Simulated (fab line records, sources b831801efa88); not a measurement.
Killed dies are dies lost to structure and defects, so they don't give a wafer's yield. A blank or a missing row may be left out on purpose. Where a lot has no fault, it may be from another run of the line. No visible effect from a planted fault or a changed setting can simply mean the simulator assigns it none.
Matching of chambers + flow sky130 + SKY_CONTACT_CMP_04 on cmp-01 has 4 sister chambers
The step polishes SiO2. 8 wafers are shown with their chamber, then 8 later ones without.

WAFERS, EACH WITH ITS CHAMBER
| wafer  | chamber | motor_current_A (A) | time_to_endpoint_s (s) |
|--------|---------|---------------------|------------------------|
| L774.5 | 1       | 10.6                | 86                     |
| L778.4 | 1       | 10.7                | 79                     |
| L780.1 | 3       | 11.7                | 79                     |
| L780.2 | 2       | 13.6                | 89                     |
| L782.1 | 0       | 13.4                | 87                     |
| L782.4 | 2       | 13.8                | 90                     |
| L782.5 | 3       | 11.0                | 80                     |
| L781.2 | 0       | 13.5                | 86                     |

WAFERS MISSING THEIR CHAMBER
| wafer  | motor_current_A (A) | time_to_endpoint_s (s) |
|--------|---------------------|------------------------|
| L781.4 | 11.8                | 84                     |
| L781.6 | 10.9                | 81                     |
| L788.2 | 12.9                | 82                     |
| L788.4 | 10.7                | 77                     |
| L788.5 | 13.7                | 85                     |
| L792.1 | 14.0                | 89                     |
| L792.2 | 12.0                | 82                     |
| L792.4 | 13.5                | 83                     |

WHICH CHAMBER EACH WENT THROUGH
| wafer  | from the rows above     | in truth |
|--------|-------------------------|----------|
| L781.4 | can't be placed: 3 or 1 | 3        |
| L781.6 | can't be placed: 1 or 3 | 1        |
| L788.2 | can't be placed: 0 or 2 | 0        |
| L788.4 | can't be placed: 1 or 3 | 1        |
| L788.5 | can't be placed: 0 or 2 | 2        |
| L792.1 | can't be placed: 2 or 0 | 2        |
| L792.2 | 3                       | 3        |
| L792.4 | can't be placed: 0 or 2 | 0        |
Correct placement for 1 of the 8. Not placeable from these rows: 7 (in 7, the candidates include the true chamber). Number placed wrongly: 0.
How it was worked out, from the rows above alone: a wafer's distance from a chamber is the root of the sum, over the readings, of the square of ((its reading less the chamber's mean) divided by the reading's scatter). If the next closest chamber is less than 2 further off than the closest, the wafer can't be placed; otherwise it belongs to the closest. For every chamber, the mean is computed from those of its wafers that are shown. How the scatter is found: for the shown wafers, subtract from each reading the mean of its chamber, square and add these, divide the total by (wafers less chambers), then take the root.
